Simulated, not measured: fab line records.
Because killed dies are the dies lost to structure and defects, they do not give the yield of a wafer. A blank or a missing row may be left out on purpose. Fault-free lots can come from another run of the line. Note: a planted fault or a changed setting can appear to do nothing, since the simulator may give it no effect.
A struck lot beside a sound one    flow sky130    17 out of 708 route steps
Sound: these wafers, L529.1, L529.3, L529.6. The struck wafers were L544.3, L544.4, L544.5. The cause is given at the end.
At each step with rows: each side's tool, then ch and its chambers, then its first start. Under that, the readings that differ: sound wafers    struck wafers    difference of the means    sigmas: that difference in standard deviations of wafers without a fault.
alike: readings with means less than 2 such deviations apart, plus words and numbers identical on both sides. not compared: withheld readings, readings lacking a value on some wafer, bounds such as >300 that could conceal the same value, and numbers that have no deviation in the record and whose values overlap.
Wherever a step has rows on one side only, a row that says differs or no value, or a row with sigmas, the two part there. Non-overlapping numbers with no deviation appear without sigmas and do not part them. A reading missing from all wafers of one side parts the sides only when that side holds two or more wafers.

first, 1 step without rows for these wafers: SKY_VT_ADJUST_LVTN_IMPLANT_19.
SKY_VT_ADJUST_LVTN_STRIP_20: strips in O2/N2.
  sound on plasma-asher-04 ch 0,1, day 8 09:28; struck on plasma-asher-02 ch 0,1, day 12 17:17
  alike: drypump-motor-current-A, n2-flow-sccm, oes-product-au, strip-time-to-endpoint-s
  not compared: rf-hours-counter-h
SKY_VT_ADJUST_LVTN_TW_MEAS_21:
  struck on film-metro-02, day 12 17:22; sound on film-metro-03, day 8 09:34
reading              sound              struck             difference  sigmas
VT_ADJUST_LVTN_2_TW  185.5 186.5 186.7  187.8 189.5 187.9  +2.2        +2
then, 7 steps without rows for these wafers: SKY_VT_ADJUST_NCORE_DEHYDRATE_00 (time 60 s); SKY_VT_ADJUST_NCORE_HMDS_01 (prime time 60 s); SKY_VT_ADJUST_NCORE_COAT_02 (resist thk 1140 nm); SKY_VT_ADJUST_NCORE_SOFTBAKE_03 (time 60 s); SKY_VT_ADJUST_NCORE_EXPOSE_04 (exposes mask LVTN COMPLEMENT THIN, target cd 380 nm); SKY_VT_ADJUST_NCORE_PEB_05; SKY_VT_ADJUST_NCORE_DEVELOP_06 (develop time 60 s).
SKY_VT_ADJUST_NCORE_CD_MEAS_07 targets a cd of 380 nm.
  struck on cd-sem-02, day 13 17:10; sound on cd-sem-02, day 9 04:37
  alike: cd-nm
SKY_VT_ADJUST_NCORE_OVL_MEAS_08:
  struck on overlay-01, day 13 17:15; sound on overlay-01, day 9 04:44
  alike: VT_ADJUST_NCORE_OVL
SKY_VT_ADJUST_NCORE_IMPLANT_09:
  sound on implanter-04 ch 0, day 9 04:46; struck on implanter-03 ch 0, day 13 17:20
reading             sound                             struck                            difference   sigmas
dose-ions-cm2       2.4004e+12 2.3965e+12 2.4025e+12  3.8594e+12 3.8567e+12 3.8574e+12  +1.4580e+12  +99 or more
faraday-current-uA  13.63 13.48 14.13                 21.85 21.65 22.14                 +8.13        +33
SKY_VT_ADJUST_NCORE_STRIP_10: strips in O2/N2.
  sound on plasma-asher-02 ch 0, day 9 04:55; struck on plasma-asher-02 ch 0,1, day 13 17:28
  alike: drypump-motor-current-A, n2-flow-sccm, oes-product-au, strip-time-to-endpoint-s
  not compared: rf-hours-counter-h
SKY_VT_ADJUST_NCORE_TW_MEAS_11:
  struck on film-metro-01, day 13 17:33; sound on film-metro-03, day 9 05:01
reading             sound              struck             difference  sigmas
VT_ADJUST_NCORE_TW  217.7 217.2 217.9  251.7 249.6 249.9  +32.8       +25
then, 1 step without rows for these wafers: SKY_VT_ADJUST_HVTR_DEHYDRATE_00 (time 60 s).
SKY_PAD_OPEN_PROBE_99:
  sound wafers here have rows in the record (prober-02, day 46 14:40); struck ones have none

== WHERE THEY PART ==
First at SKY_VT_ADJUST_LVTN_TW_MEAS_21; last, within this record, at SKY_PAD_OPEN_PROBE_99.

WHY: the cause the simulator had injected
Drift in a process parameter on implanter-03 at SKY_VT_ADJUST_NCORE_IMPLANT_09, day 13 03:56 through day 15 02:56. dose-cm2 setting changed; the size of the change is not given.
